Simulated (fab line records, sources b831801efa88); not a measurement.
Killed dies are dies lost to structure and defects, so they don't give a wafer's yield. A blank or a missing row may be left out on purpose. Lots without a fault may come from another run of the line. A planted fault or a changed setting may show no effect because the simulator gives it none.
A struck lot beside a sound one | flow sky130 | 14 steps out of a route of 708
Sound: wafers L521.4, L521.5, L521.6. Struck: wafers L540.1, L540.2, L540.5. The cause comes at the end.
At each step with rows: each side's tool, then ch and its chambers, then its first start. Under that, the readings that differ: sound wafers | struck wafers | difference of the means | sigmas: that difference in standard deviations of wafers without a fault.
alike: readings whose means differ by less than 2 such deviations, and words and numbers that are the same on both sides. not compared: withheld readings, readings that some wafer has no value for, bounds like >300 that may hide the same value, and numbers for which the record gives no deviation and whose values overlap.
The two part at a step that has a row with sigmas, a row that says differs or no value, or rows on one side only. Numbers that don't overlap but have no deviation are shown without sigmas and don't part them. A reading that every wafer of one side lacks parts them only if that side has two wafers or more.

first, 5 steps without rows for these wafers: SKY_RES_XHIGH_SOFTBAKE_03 (time 60 s); SKY_RES_XHIGH_EXPOSE_04 (exposes mask URPM, target cd 1270 nm); SKY_RES_XHIGH_PEB_05; SKY_RES_XHIGH_DEVELOP_06 (develop time 60 s); SKY_RES_XHIGH_IMPLANT_07.
SKY_RES_XHIGH_STRIP_08: strips in O2/N2.
  sound on plasma_asher-04 ch 0,1, day 26 15:29; struck on plasma_asher-04 ch 0,1, day 33 00:33
  reading             | sound             | struck            | difference | sigmas
  n2_flow_sccm (sccm) | 299.9 298.4 298.7 | 301.2 300.6 300.2 | +1.7       | +2
  alike: drypump_motor_current_A, oes_product_au, strip_time_to_endpoint_s
  not compared: rf_hours_counter_h
SKY_RES_XHIGH_TW_MEAS_09:
  sound on film_metro-03, day 26 15:35; struck on film_metro-03, day 33 00:39
  alike: RES_XHIGH_TW
then, 5 steps without rows for these wafers: SKY_SD_N_DEHYDRATE_00 (time 60 s); SKY_SD_N_HMDS_01 (prime time 60 s); SKY_SD_N_COAT_02 (resist thk 1140 nm); SKY_SD_N_SOFTBAKE_03 (time 60 s); SKY_SD_N_EXPOSE_04 (exposes mask NSDM, target cd 380 nm).
SKY_SD_N_PEB_05:
  sound on litho_track-01 ch 0, day 27 20:07; struck on litho_track-01, day 34 03:11
  reading         | sound          | struck | difference                    | sigmas
  exhaust_pa (Pa) | 45.2 45.4 44.5 | - - -  | no value on the struck wafers |
  not compared: chill_plate_temp_C
then, 1 step without rows for these wafers: SKY_SD_N_DEVELOP_06 (develop time 60 s).

WHERE THEY PART
First at SKY_RES_XHIGH_STRIP_08; last, within this record, at SKY_SD_N_PEB_05.

WHY: what the simulator had put in
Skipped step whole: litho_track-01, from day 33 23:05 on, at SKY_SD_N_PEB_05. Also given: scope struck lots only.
